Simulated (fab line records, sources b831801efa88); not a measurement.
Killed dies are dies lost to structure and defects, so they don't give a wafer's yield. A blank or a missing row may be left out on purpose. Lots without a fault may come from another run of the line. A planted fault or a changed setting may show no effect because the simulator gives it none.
Which tool did it? | flow gf180mcu | 7 lots, 21 wafers sampled, at 1 step of a route of 602

WHAT THE GAUGES READ, wafer by wafer
GF_V2_THK_MEAS_01.
lot  | measured     | on            | V2_CVD_00_THK (nm)
L567 | day 19 16:28 | film_metro-04 | 597 603 599
L577 | day 23 08:20 | film_metro-04 | 595 596 599
L579 | day 24 02:45 | film_metro-01 | 594 592 594
L581 | day 24 15:27 | film_metro-04 | 595 606 604
L583 | day 25 04:20 | film_metro-02 | 603 600 596
L586 | day 26 08:25 | film_metro-02 | 607 603 603
L589 | day 27 02:52 | film_metro-04 | 601 605 591

WHICH TOOL RAN EACH LOT (tool, then ch and the chambers of the sampled wafers, then the start)
The record holds no process step before these readings.

THE ANSWER, worked out from the rows above alone
Rule: what is usual is taken from the lots themselves. Put in order of their means at a reading, lots are off if they are a third of the lots or fewer, leave a main group of 4 or more, and stand apart from it by a gap of 3 or more times the standard deviation of the main group's means; of several such gaps the widest counts. A main group whose means are all the same, to the digits that the tables above print for the reading, isn't used. A lot without any number at a reading at which 4 lots or more have one is off too. The other lots that the step has rows for count as sound.
No lot is off at any reading shown: from this, nothing can be told.

WHAT THE SIMULATOR HAD PUT IN
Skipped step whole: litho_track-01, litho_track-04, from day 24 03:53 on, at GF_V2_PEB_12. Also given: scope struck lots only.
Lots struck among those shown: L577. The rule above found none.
